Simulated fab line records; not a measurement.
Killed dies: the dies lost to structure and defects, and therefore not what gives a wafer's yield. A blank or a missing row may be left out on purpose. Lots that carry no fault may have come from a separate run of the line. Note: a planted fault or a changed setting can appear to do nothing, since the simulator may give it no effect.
Code-filled problem report in 8D (eight disciplines) form | flow gf180mcu | the parts of the form that need people (team, actions taken, sign-off) are left out

1. THE ISSUE
run_length_s at GF_MIM_METAL_ETCH_19 reads a mean of 72.1 s on 3 wafers of 2 lots; wafers without a fault read 82.5 s with a standard deviation of 0.36. Relative to the usual mean, that is a shift of -29 standard deviations.
The step: etches the open film in Cl2/BCl3, stops on Si3N4, target depth 324.5 nm, time 54.1 s.
Earliest sighting: wafer L767.6 on rie_metal-01 at day 30 13:30. At this step, 33 wafers from 11 lots have a number in the record. Rule for "out" (also "out of limits"): further than 4 standard deviations from the usual mean. The rest of the wafers with a number are treated as sound.

2. WHAT THIS IS AND IS NOT
question                    | is                                               | is not
which readings at this step | run_length_s, oes_product_au, throttle_valve_pct | drypump_motor_current_A, he_backside_leak_sccm
which lots                  | L767, L768                                       | L752, L753, L754, L756, L757, L758, L763, L764, L771
which wafers of those lots  | L767.6, L768.3, L768.6                           | L767.4, L767.5, L768.4
read on which tools         | rie_metal-01                                     | rie_metal-02, rie_metal-03
when                        | from day 30 13:30                                | up to then (26 sound wafers); but 4 sound wafers of L768, L771 came after

3. SUSPECTS, AND WHAT RULES EACH OUT
Counting: if a tool at a process step up to the reading ran every lot that is out, it stays a suspect. Sound lots after the first of them don't rule it out here, since some wafers of a struck lot are sound.
- pecvd-02 at GF_MIM_CVD_05 (deposits Si3N4, target thk 42 nm, time 29.086 s): kept. It processed each lot that is out (first: L767, day 29 19:17); up to then, its last sound lot is L764 (day 28 14:58).
- rie_metal-01 at GF_MIM_METAL_ETCH_19 (etches the open film in Cl2/BCl3, stops on Si3N4, target depth 324.5 nm, time 54.1 s): kept. It processed each lot that is out (first: L767, day 30 13:30); up to then, its last sound lot is L763 (day 28 20:54). Its own oes_product_au, run_length_s, throttle_valve_pct readings are out on those wafers.
The count leaves rie_metal-01 at GF_MIM_METAL_ETCH_19 and pecvd-02 at GF_MIM_CVD_05.

4. THE CAUSE (what the simulator had put in)
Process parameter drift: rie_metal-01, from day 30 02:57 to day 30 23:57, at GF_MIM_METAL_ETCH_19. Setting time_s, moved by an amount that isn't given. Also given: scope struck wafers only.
Counting leaves 2 suspects; this tool is one of them.

5. THE CHAIN OF EFFECTS, in route order
Rows list readings where the struck wafers' mean (over those with a number) sits beyond 3 standard deviations from the usual. Scope: only readings with a usual standard deviation given in the record; hours: median across lots of the time from each lot's start at the first step in this table that gives one to its start at this step; sigmas: change in usual standard deviations.
hours | step                    | reading                  | usual      | on struck wafers | change | sigmas
0     | GF_MIM_METAL_ETCH_19    | oes_product_au           | 0.938 a.u. | 1.004            | +0.066 | +12
0     | GF_MIM_METAL_ETCH_19    | run_length_s             | 82.5 s     | 72.1             | -10.4  | -29
0     | GF_MIM_METAL_ETCH_19    | throttle_valve_pct       | 28.287 %   | 28.212           | -0.075 | -7.9
0     | GF_MIM_STRIP_20         | strip_time_to_endpoint_s | 11.23 s    | 11.48            | +0.25  | +4.7
75    | GF_PASSIVATION_PROBE_99 | defect_limited_yield     | 90.5 %     | 0.0              | -90.5  | -65
75    | GF_PASSIVATION_PROBE_99 | killed_at_other          | 0.1        | 450.3            | +450.2 | +99 or more
75    | GF_PASSIVATION_PROBE_99 | killed_dies              | 47         | 492              | +445   | +64
75    | GF_PASSIVATION_PROBE_99 | killed_on_rim            | 9          | 96               | +87    | +29
75    | GF_PASSIVATION_PROBE_99 | sort_bin_3_pad_short     | 0.48 %     | 92.07            | +91.59 | +99 or more
75    | GF_PASSIVATION_PROBE_99 | sort_n_pass              | 445        | 0                | -445   | -64
75    | GF_PASSIVATION_PROBE_99 | sort_yield_pct           | 90.5 %     | 0.0              | -90.5  | -65
Process steps it contains:
- GF_MIM_METAL_ETCH_19: etches the open film in Cl2/BCl3, stops on Si3N4, target depth 324.5 nm, time 54.1 s.
- GF_MIM_STRIP_20: strips in O2/N2.
- GF_PASSIVATION_PROBE_99

6. HOW IT WOULD HAVE BEEN CAUGHT EARLIER
In this record no reading fell out of limits until day 30 13:30, 11 hours after the fault had begun at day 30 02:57.
